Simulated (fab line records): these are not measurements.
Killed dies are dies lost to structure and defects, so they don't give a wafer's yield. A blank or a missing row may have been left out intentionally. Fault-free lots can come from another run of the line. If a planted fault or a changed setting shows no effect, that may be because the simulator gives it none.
Matching of chambers | flow sky130 | SKY_PASSIVATION_CVD_00 on pecvd-03: 3 sister chambers
The step deposits SiO2, target thk 90 nm. 3 wafers are shown with their chamber, then 7 later ones without.

== WAFERS PAIRED WITH THEIR CHAMBERS ==
wafer  | chamber | heater_power_w (W)
L089.5 | 1       | 639
L092.3 | 0       | 509
L092.4 | 2       | 573

== WAFERS WITH NO CHAMBER GIVEN ==
wafer  | heater_power_w (W)
L092.5 | 525
L091.4 | 533
L091.5 | 681
L091.6 | 580
L094.1 | 528
L094.4 | 697
L094.6 | 519

== WHICH CHAMBER EACH WENT THROUGH ==
wafer  | from the rows above     | in truth
L092.5 | can't be placed: 0 or 2 | 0
L091.4 | can't be placed: 0 or 2 | 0
L091.5 | 1                       | 1
L091.6 | can't be placed: 2 or 1 | 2
L094.1 | can't be placed: 0 or 2 | 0
L094.4 | 1                       | 1
L094.6 | can't be placed: 0 or 2 | 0
Correctly placed: 2 of 7. Cannot be placed on the basis of these rows: 5; the candidates contain the true chamber in 5. Placed wrongly: 0.
How it was worked out, from the rows above alone: a wafer's distance from a chamber is the root of the sum, over the readings, of the square of ((its reading less the chamber's mean) divided by the reading's scatter). If the next closest chamber is less than 2 further off than the closest, the wafer can't be placed; otherwise it belongs to the closest. Each chamber's mean is taken over the wafers shown for it. The scatter: with one shown wafer a chamber, the root of the mean of the squares of how far each hidden wafer lies from its nearest shown one.
